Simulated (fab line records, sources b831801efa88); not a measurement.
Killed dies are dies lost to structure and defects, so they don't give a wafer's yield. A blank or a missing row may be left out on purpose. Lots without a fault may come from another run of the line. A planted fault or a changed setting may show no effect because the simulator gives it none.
Tool commonality check | flow sky130 | 12 lots, 35 wafers sampled

WHY IT WAS OPENED
At SKY_FIELD_ISO_THK_MEAS_25 the reading FIELD_ISO_CVD_24_THK is flagged on 1 of 12 lots. Wafers without a fault read 592 nm, standard deviation 7.3.
Rule: a lot is flagged when every wafer of it that has a number lies more than 4 standard deviations from that mean, or none has a number. The other lots count as sound.

lot  | measured    | on            | FIELD_ISO_CVD_24_THK (nm), wafer by wafer | flag
L962 | day 2 10:51 | film_metro-02 | 585 583 587                               |
L964 | day 2 17:48 | film_metro-04 | 600 591 600                               |
L965 | day 2 21:46 | film_metro-04 | 594 593 596                               |
L966 | day 3 05:26 | film_metro-03 | 601 609 606                               |
L968 | day 3 16:16 | film_metro-02 | 609 588 606                               |
L969 | day 3 22:04 | film_metro-03 | 595 600 598                               |
L971 | day 4 04:01 | film_metro-03 | 597 599 603                               |
L973 | day 4 17:18 | film_metro-04 | 589 590 595                               |
L974 | day 4 22:09 | film_metro-04 | 578 591 594                               |
L976 | day 5 09:54 | film_metro-04 | 587 600 585                               |
L980 | day 6 03:16 | film_metro-03 | 592 579 587                               |
L984 | day 7 01:07 | film_metro-02 | 455 455                                   | FLAGGED
The numbers of the flagged lots are 455 nm on average: -137 nm against the usual, or -19 standard deviations.

WHICH TOOL RAN EACH LOT
The record holds 1 process step before the reading, out of a route of 708 steps. In each cell: the tool, then ch and the chambers that the sampled wafers went through, then the start.
lot  | flag    | SKY_FIELD_ISO_CVD_24
L962 |         | hdpcvd-02 ch 0,2, day 2 10:46
L964 |         | hdpcvd-01 ch 1,2, day 2 17:44
L965 |         | hdpcvd-02 ch 0,1,2, day 2 21:41
L966 |         | hdpcvd-01 ch 1,2, day 3 05:22
L968 |         | hdpcvd-01 ch 1,2, day 3 16:10
L969 |         | hdpcvd-02 ch 0,1,2, day 3 21:59
L971 |         | hdpcvd-02 ch 0,2, day 4 03:56
L973 |         | hdpcvd-02 ch 0,1,2, day 4 17:13
L974 |         | hdpcvd-02 ch 0,1, day 4 22:04
L976 |         | hdpcvd-02 ch 1,2, day 5 09:49
L980 |         | hdpcvd-02 ch 0,1,2, day 6 03:11
L984 | FLAGGED | hdpcvd-02 ch 2, day 7 01:03
What these steps do:
- SKY_FIELD_ISO_CVD_24: deposits SiO2, target thk 595 nm, time 99.2 s.
- SKY_FIELD_ISO_THK_MEAS_25

FLAGGED OVER TOTAL, TOOL BY TOOL (the gauges that took the reading come last)
step                      | tool          | lots run | flagged | share of the flagged lots | sound lots run after its first flagged lot
SKY_FIELD_ISO_CVD_24      | hdpcvd-01     | 3        | 0       | none                      | -
SKY_FIELD_ISO_CVD_24      | hdpcvd-02     | 9        | 1       | all                       | 0
SKY_FIELD_ISO_THK_MEAS_25 | film_metro-02 | 3        | 1       | all                       | 0
SKY_FIELD_ISO_THK_MEAS_25 | film_metro-03 | 4        | 0       | none                      | -
SKY_FIELD_ISO_THK_MEAS_25 | film_metro-04 | 5        | 0       | none                      | -

WHAT THE TABLE ALLOWS
2 rows of the table ran every flagged lot: hdpcvd-02 at SKY_FIELD_ISO_CVD_24, film_metro-02 at SKY_FIELD_ISO_THK_MEAS_25.
- hdpcvd-02 at SKY_FIELD_ISO_CVD_24: 1 of its 9 lots flagged. Its last sound lot is L980 (day 6 03:11), its first flagged lot L984 (day 7 01:03): a fault that began between those two fits.
- film_metro-02 at SKY_FIELD_ISO_THK_MEAS_25: 1 of its 3 lots flagged. Its last sound lot is L968 (day 3 16:16), its first flagged lot L984 (day 7 01:07): a fault that began between those two fits.
Counting lots can't tell these 2 tools apart, because each fits a fault that began at some hour. More lots, or a look at what each step does to the wafer, might.

WHAT THE SIMULATOR HAD PUT IN
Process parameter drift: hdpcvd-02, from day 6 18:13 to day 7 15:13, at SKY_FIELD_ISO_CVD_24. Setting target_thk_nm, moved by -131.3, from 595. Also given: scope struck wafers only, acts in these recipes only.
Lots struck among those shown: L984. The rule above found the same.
